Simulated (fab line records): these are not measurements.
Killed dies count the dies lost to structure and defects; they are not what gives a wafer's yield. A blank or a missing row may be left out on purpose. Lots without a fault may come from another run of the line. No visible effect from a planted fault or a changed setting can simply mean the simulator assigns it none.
Which tool was responsible? || flow sky130 || 6 lots, 18 wafers sampled, at 4 steps of a route of 708

WHAT THE GAUGES READ, wafer by wafer
SKY_PASSIVATION_THK_MEAS_03.
{"lot": "L891", "measured": "day 44 12:08", "on": "filmMetro-03", "PASSIVATION_CVD_02_THK (nm)": "530 528 537"}
{"lot": "L893", "measured": "day 44 23:08", "on": "filmMetro-04", "PASSIVATION_CVD_02_THK (nm)": "543 543 560"}
{"lot": "L895", "measured": "day 45 18:53", "on": "filmMetro-03", "PASSIVATION_CVD_02_THK (nm)": "536 539 551"}
{"lot": "L901", "measured": "day 47 02:36", "on": "filmMetro-04", "PASSIVATION_CVD_02_THK (nm)": "551 542 539"}
{"lot": "L909", "measured": "day 49 01:26", "on": "filmMetro-01", "PASSIVATION_CVD_02_THK (nm)": "542 536 542"}
{"lot": "L913", "measured": "day 49 15:35", "on": "filmMetro-04", "PASSIVATION_CVD_02_THK (nm)": "528 536 545"}

EACH LOT AND THE TOOL THAT RAN IT (in order: tool; ch and the chambers of the sampled wafers; start)
{"lot": "L891", "SKY_VIA1_SPUTTER_20": "pvdSputter-04, day 34 11:35", "SKY_VIA3_ETCH_15": "rieDiel-04 ch 0,2,3, day 40 06:08", "SKY_VIA4_SPUTTER_17": "pvdSputter-04, day 43 11:28"}
{"lot": "L893", "SKY_VIA1_SPUTTER_20": "pvdSputter-03, day 35 03:49", "SKY_VIA3_ETCH_15": "rieDiel-04 ch 0,2, day 40 20:14", "SKY_VIA4_SPUTTER_17": "pvdSputter-01, day 43 22:50"}
{"lot": "L895", "SKY_VIA1_SPUTTER_20": "pvdSputter-01, day 36 03:55", "SKY_VIA3_ETCH_15": "rieDiel-04 ch 0,2, day 41 17:04", "SKY_VIA4_SPUTTER_17": "pvdSputter-04, day 44 19:05"}
{"lot": "L901", "SKY_VIA1_SPUTTER_20": "pvdSputter-03, day 37 21:06", "SKY_VIA3_ETCH_15": "rieDiel-02 ch 1,2,3, day 43 06:50", "SKY_VIA4_SPUTTER_17": "pvdSputter-01, day 46 04:28"}
{"lot": "L909", "SKY_VIA1_SPUTTER_20": "pvdSputter-01, day 40 04:39", "SKY_VIA3_ETCH_15": "rieDiel-01 ch 1,2, day 45 07:50", "SKY_VIA4_SPUTTER_17": "pvdSputter-03, day 48 04:00"}
{"lot": "L913", "SKY_VIA1_SPUTTER_20": "pvdSputter-01, day 41 03:21", "SKY_VIA3_ETCH_15": "rieDiel-02 ch 1,2, day 46 03:22", "SKY_VIA4_SPUTTER_17": "pvdSputter-01, day 48 19:24"}
- SKY_VIA1_SPUTTER_20: material TiN, target thk 20 nm, time 80 s.
- SKY_VIA3_ETCH_15: etches SiO2 in C4F8/O2/Ar, stops on TiN, target depth 507 nm, time 78 s.
- SKY_VIA4_SPUTTER_17: material TiN, target thk 20 nm, time 80 s.

THE ANSWER, worked out from the rows above alone
Rule: the usual values come from the lots themselves. The widest of any qualifying gaps counts: lots, ordered by their means at a reading, are off when they make up no more than a third of the lots, leave a main group of 4 or more, and stand apart from it by 3 or more times the standard deviation of that group's means. A main group is skipped when, at the precision printed for the reading in the tables above, its means are all equal. A lot without any number at a reading at which 4 lots or more have one is off too. Any other lot the step has rows for is counted as sound.
Nothing can be told from this: no lot is off at any reading shown.

WHAT THE SIMULATOR HAD PUT IN
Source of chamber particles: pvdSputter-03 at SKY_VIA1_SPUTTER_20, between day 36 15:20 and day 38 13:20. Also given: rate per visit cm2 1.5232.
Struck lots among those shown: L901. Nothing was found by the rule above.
